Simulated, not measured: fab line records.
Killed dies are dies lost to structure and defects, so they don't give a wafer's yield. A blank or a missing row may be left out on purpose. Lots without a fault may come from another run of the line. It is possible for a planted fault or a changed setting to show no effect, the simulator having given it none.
The tool behind it: which one? -- flow sky130 -- Sampling: 14 lots, 42 wafers, 2 of 708 route steps

## WHAT EACH GAUGE READ, for each wafer
SKY_NWELL_RS_MEAS_29: uses a four-point probe to measure.
lot,measured,on,NWELL_RS (ohm/sq)
L851,day 5 17:29,film metro-04,627.9 624.6 625.0
L852,day 5 21:16,film metro-01,624.6 625.2 621.9
L853,day 6 01:51,film metro-01,624.4 624.9 623.1
L855,day 6 14:14,film metro-01,623.8 623.5 625.0
L856,day 6 22:49,film metro-04,624.8 624.3 623.7
L858,day 7 06:35,film metro-04,624.5 622.9 624.8
L859,day 7 13:17,film metro-03,623.3 623.6 625.1
L860,day 7 20:41,film metro-01,624.7 624.3 623.7
L866,day 9 09:05,film metro-03,632.3 631.9 630.0
L868,day 9 20:55,film metro-01,631.8 629.7 630.7
L870,day 10 09:25,film metro-01,622.0 624.1 623.2
L871,day 10 13:31,film metro-01,627.2 628.0 625.8
L872,day 10 22:57,film metro-03,626.3 624.7 625.8
L873,day 11 06:19,film metro-01,627.6 626.8 627.0

## WHAT TOOL EACH LOT RAN ON (gives the tool, then ch and the chambers of the sampled wafers, and finally the start)
lot,SKY_NWELL_IMPLANT_13
L851,"implanter-03 ch 0, day 4 23:28"
L852,"implanter-02 ch 0, day 5 02:50"
L853,"implanter-04 ch 0, day 5 07:02"
L855,"implanter-03 ch 0, day 5 18:02"
L856,"implanter-04 ch 0, day 6 02:25"
L858,"implanter-02 ch 0, day 6 09:40"
L859,"implanter-02 ch 0, day 6 16:08"
L860,"implanter-02 ch 0, day 6 23:38"
L866,"implanter-02 ch 0, day 8 11:07"
L868,"implanter-02 ch 0, day 8 22:41"
L870,"implanter-04 ch 0, day 9 10:09"
L871,"implanter-04 ch 0, day 9 14:29"
L872,"implanter-04 ch 0, day 9 23:32"
L873,"implanter-03 ch 0, day 10 07:17"
- SKY_NWELL_IMPLANT_13

## WHAT THE TOOLS THEMSELVES READ (means of the sampled wafers that have a number; where no wafer has one, the mark that the record gives instead)
SKY_NWELL_IMPLANT_13.
lot,tool,beam energy keV,dose ions cm2,faraday current uA
L851,implanter-03,49.996,6.999e+11,3.90
L852,implanter-02,49.986,6.994e+11,3.88
L853,implanter-04,50.010,7.007e+11,4.00
L855,implanter-03,49.993,6.999e+11,3.90
L856,implanter-04,50.022,7.001e+11,3.87
L858,implanter-02,50.013,6.994e+11,3.93
L859,implanter-02,50.012,6.999e+11,3.94
L860,implanter-02,49.995,6.995e+11,3.95
L866,implanter-02,50.001,5.075e+11,2.81
L868,implanter-02,49.989,5.087e+11,2.86
L870,implanter-04,50.013,6.998e+11,3.99
L871,implanter-04,50.009,7.002e+11,3.96
L872,implanter-04,50.012,6.996e+11,3.92
L873,implanter-03,50.007,6.995e+11,3.98

## THE ANSWER, worked out from the rows above alone
Rule: usual is defined by the lots themselves. Put in order of their means at a reading, lots are off if they are a third of the lots or fewer, leave a main group of 4 or more, and stand apart from it by a gap of 3 or more times the standard deviation of the main group's means; of several such gaps the widest counts. A main group whose means are all the same, to the digits that the tables above print for the reading, isn't used. A lot without any number at a reading at which 4 lots or more have one is off too. Where the step has rows for the other lots, those lots are counted as sound. First the gauges in route order, then the tools' own readings, where a lot's mean is used as printed above. At the first step where some lot is off, the reading lying furthest off is the one used; lots without a number count as furthest.
Off at SKY_NWELL_IMPLANT_13 (dose ions cm2): L866, L868. The main group has a mean of 6.998e+11 with a standard deviation of 3.7e+08.
If a tool, at that step or one of the process steps before it, ran each lot that is off and ran no sound lot following the first of them, it fits. One candidate fits, namely implanter-02 at SKY_NWELL_IMPLANT_13. Its last sound lot is L860 (day 6 23:38), its first lot that is off L866 (day 8 11:07): a fault that began between those two fits.
The tool's own readings at SKY_NWELL_IMPLANT_13 bear it out: on the lots that are off they differ by more than 5 times the standard deviation of the sound lots' means. dose ions cm2 reads 5.081e+11 there against 6.998e+11 on the sound lots; faraday current uA reads 2.83 there against 3.94 on the sound lots.

## WHAT HAD BEEN PUT IN BY THE SIMULATOR
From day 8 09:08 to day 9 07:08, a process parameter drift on implanter-02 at SKY_NWELL_IMPLANT_13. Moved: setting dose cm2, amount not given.
Shown lots that were struck: L866, L868. The rule given above showed the same thing.
